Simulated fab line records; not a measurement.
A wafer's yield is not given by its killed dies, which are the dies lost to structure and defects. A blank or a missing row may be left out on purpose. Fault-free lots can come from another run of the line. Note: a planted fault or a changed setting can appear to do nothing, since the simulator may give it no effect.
What tool caused it? ; flow sfq line ; 13 lots (39 wafers sampled), 1 step of a 325-step route

== WHAT THE GAUGES READ, wafer by wafer ==
The record lacks any reading of a measuring or inspecting step that a usual standard deviation could be used to judge.

== EACH LOT AND THE TOOL THAT RAN IT (in order: tool; ch and the chambers of the sampled wafers; start) ==
lot;SFQ_TRILAYER_C5_BARC_OPEN_VIA_ETCH_210
L588;rie diel-04 ch 0,1,2, day 76 22:40
L589;rie diel-02 ch 0,3, day 76 23:52
L590;rie diel-01 ch 1,2,3, day 77 07:35
L593;rie diel-04 ch 0,2,3, day 77 21:59
L594;rie diel-04 ch 1,2,3, day 78 00:23
L597;rie diel-01 ch 0,1,2, day 79 01:34
L598;rie diel-01 ch 1,2, day 79 13:37
L601;rie diel-04 ch 1,2,3, day 80 06:36
L606;rie diel-01 ch 0,1,2, day 82 01:34
L607;rie diel-04 ch 0,3, day 82 15:30
L608;rie diel-02 ch 0,1,2, day 84 16:49
L610;rie diel-02 ch 0,2,3, day 86 02:40
L611;rie diel-04 ch 1,3, day 86 03:52
- SFQ_TRILAYER_C5_BARC_OPEN_VIA_ETCH_210: etches BARC in O2, target depth 125 nm, time 41.7 s.

== WHAT THE TOOLS THEMSELVES READ (means of the sampled wafers that have a number; where no wafer has one, the mark that the record gives instead) ==
SFQ_TRILAYER_C5_BARC_OPEN_VIA_ETCH_210.
lot;tool;drypump motor current A (A);oes product au (a.u.);run length s (s)
L588;rie diel-04;5.8;0.683;70.0
L589;rie diel-02;5.5;0.685;69.6
L590;rie diel-01;5.9;0.686;70.2
L593;rie diel-04;5.6;0.685;70.1
L594;rie diel-04;5.5;0.687;70.5
L597;rie diel-01;6.0;0.681;69.9
L598;rie diel-01;5.8;0.680;70.3
L601;rie diel-04;5.5;0.684;70.2
L606;rie diel-01;6.1;0.669;72.3
L607;rie diel-04;5.4;0.689;69.8
L608;rie diel-02;6.1;0.683;69.8
L610;rie diel-02;5.7;0.682;70.0
L611;rie diel-04;5.2;0.683;70.4

== THE ANSWER, worked out from the rows above alone ==
Rule: usual is defined by the lots themselves. Put in order of their means at a reading, lots are off if they are a third of the lots or fewer, leave a main group of 4 or more, and stand apart from it by a gap of 3 or more times the standard deviation of the main group's means; of several such gaps the widest counts. The tables above print the reading to a certain number of digits; a main group whose means all agree to those digits is not used. A lot without any number at a reading at which 4 lots or more have one is off too. All remaining lots with rows at the step are treated as sound. The gauges are gone through in route order, then the tools' own readings, and for those a lot's mean is taken as printed above. At the first step where some lot is off, the reading lying furthest off is the one used; lots without a number count as furthest.
Off, at SFQ_TRILAYER_C5_BARC_OPEN_VIA_ETCH_210 on run length s: L606. The main group has a mean of 70.1 s with a standard deviation of 0.26.
If a tool, at that step or one of the process steps before it, ran each lot that is off and ran no sound lot following the first of them, it fits. One fits: SFQ_TRILAYER_C5_BARC_OPEN_VIA_ETCH_210 on rie diel-01. A fault onset in the window from L598 (day 79 13:37, its last sound lot) to L606 (day 82 01:34, its first lot off) fits.
The tool's own readings at SFQ_TRILAYER_C5_BARC_OPEN_VIA_ETCH_210 bear it out: on the lots that are off they differ by more than 5 times the standard deviation of the sound lots' means. oes product au reads 0.669 a.u. there against 0.684 a.u. on the sound lots; run length s reads 72.3 s there against 70.1 s on the sound lots.

== WHAT THE SIMULATOR PUT IN ==
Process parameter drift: rie diel-01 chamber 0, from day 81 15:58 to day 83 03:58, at SFQ_TRILAYER_C5_BARC_OPEN_VIA_ETCH_210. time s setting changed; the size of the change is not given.
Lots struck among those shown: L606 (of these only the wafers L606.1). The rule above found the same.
